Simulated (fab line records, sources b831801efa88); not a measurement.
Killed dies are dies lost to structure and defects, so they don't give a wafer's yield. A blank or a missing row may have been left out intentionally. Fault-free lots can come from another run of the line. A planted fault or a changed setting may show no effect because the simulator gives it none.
Which tool is to blame?	flow sky130	Sampling: 6 lots, 18 wafers, 2 of 708 route steps

## WHAT THE GAUGES SHOWED, per wafer
SKY_CAP2M_THK_MEAS_01.
lot	measured	on	CAP2M_CVD_00_THK (nm)
L581	day 41 07:43	film metro-02	15.46 15.30 15.81
L584	day 42 00:04	film metro-03	15.23 15.01 15.62
L592	day 43 16:16	film metro-01	15.31 15.65 15.45
L593	day 44 01:35	film metro-02	15.53 15.64 15.54
L599	day 45 16:08	film metro-02	15.32 15.69 15.48
L601	day 46 10:55	film metro-01	15.53 15.85 15.85

## TOOL THAT RAN EACH LOT (tool first, then ch and the chambers of the sampled wafers, then the start)
lot	SKY_CAP2M_CVD_00
L581	pecvd-02 ch 0,2, day 41 07:41
L584	pecvd-03 ch 0,2, day 42 00:02
L592	pecvd-03 ch 0,1,2, day 43 16:14
L593	pecvd-03 ch 0,2, day 44 01:34
L599	pecvd-03 ch 1,2, day 45 16:06
L601	pecvd-02 ch 0,2, day 46 10:53
- SKY_CAP2M_CVD_00: deposits SiO2, target thk 15.5 nm.

## THE ANSWER, worked out from the rows above alone
Rule: the usual values come from the lots themselves. The widest of any qualifying gaps counts: lots, ordered by their means at a reading, are off when they make up no more than a third of the lots, leave a main group of 4 or more, and stand apart from it by 3 or more times the standard deviation of that group's means. If all means in a main group match to the digits the tables above print for the reading, that group is not used. Also off: a lot with no number at a reading for which 4 or more lots have one. All remaining lots with rows at the step are treated as sound.
Nothing can be told from this: no lot is off at any reading shown.

## WHAT HAD BEEN PUT IN BY THE SIMULATOR
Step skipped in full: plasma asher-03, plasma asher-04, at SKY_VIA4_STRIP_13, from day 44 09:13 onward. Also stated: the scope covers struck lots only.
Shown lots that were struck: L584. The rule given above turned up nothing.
